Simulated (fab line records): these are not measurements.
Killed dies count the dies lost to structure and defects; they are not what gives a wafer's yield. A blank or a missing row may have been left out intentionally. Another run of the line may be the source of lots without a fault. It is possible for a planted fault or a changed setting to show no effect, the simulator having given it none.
Which tool was responsible?	flow sky130	12 lots (36 wafers sampled), 1 step of a 708-step route

== WHAT THE GAUGES READ, wafer by wafer ==
SKY_FIELD_ISO_THK_MEAS_04.
lot	measured	on	FIELD_ISO_CVD_03_THK (nm)
L075	day 1 18:52	film_metro-01	164.3 165.4 163.9
L077	day 2 05:14	film_metro-04	164.6 164.4 165.9
L079	day 2 14:39	film_metro-04	165.1 165.1 165.7
L081	day 3 00:48	film_metro-02	165.2 164.8 165.6
L083	day 3 13:32	film_metro-02	166.8 166.6 166.3
L085	day 3 21:58	film_metro-04	164.6 166.2 164.7
L087	day 4 06:36	film_metro-01	161.8 162.2 163.8
L089	day 4 18:47	film_metro-01	164.5 164.7 163.5
L091	day 5 04:17	film_metro-02	163.0 163.5 162.1
L093	day 5 12:30	film_metro-01	163.5 163.4 162.6
L095	day 6 00:32	film_metro-04	164.8 163.9 165.0
L097	day 6 09:28	film_metro-02	164.2 165.5 164.2

== EACH LOT AND THE TOOL THAT RAN IT (in order: tool; ch and the chambers of the sampled wafers; start) ==
Record: no process step prior to these readings.

== THE ANSWER, worked out from the rows above alone ==
Rule: the lots themselves supply what counts as usual. The widest of any qualifying gaps counts: lots, ordered by their means at a reading, are off when they make up no more than a third of the lots, leave a main group of 4 or more, and stand apart from it by 3 or more times the standard deviation of that group's means. The tables above print the reading to a certain number of digits; a main group whose means all agree to those digits is not used. Also off: a lot with no number at a reading for which 4 or more lots have one. Any other lot the step has rows for is counted as sound.
None of the lots is off at any reading shown; this tells nothing.

== WHAT THE SIMULATOR HAD INSERTED ==
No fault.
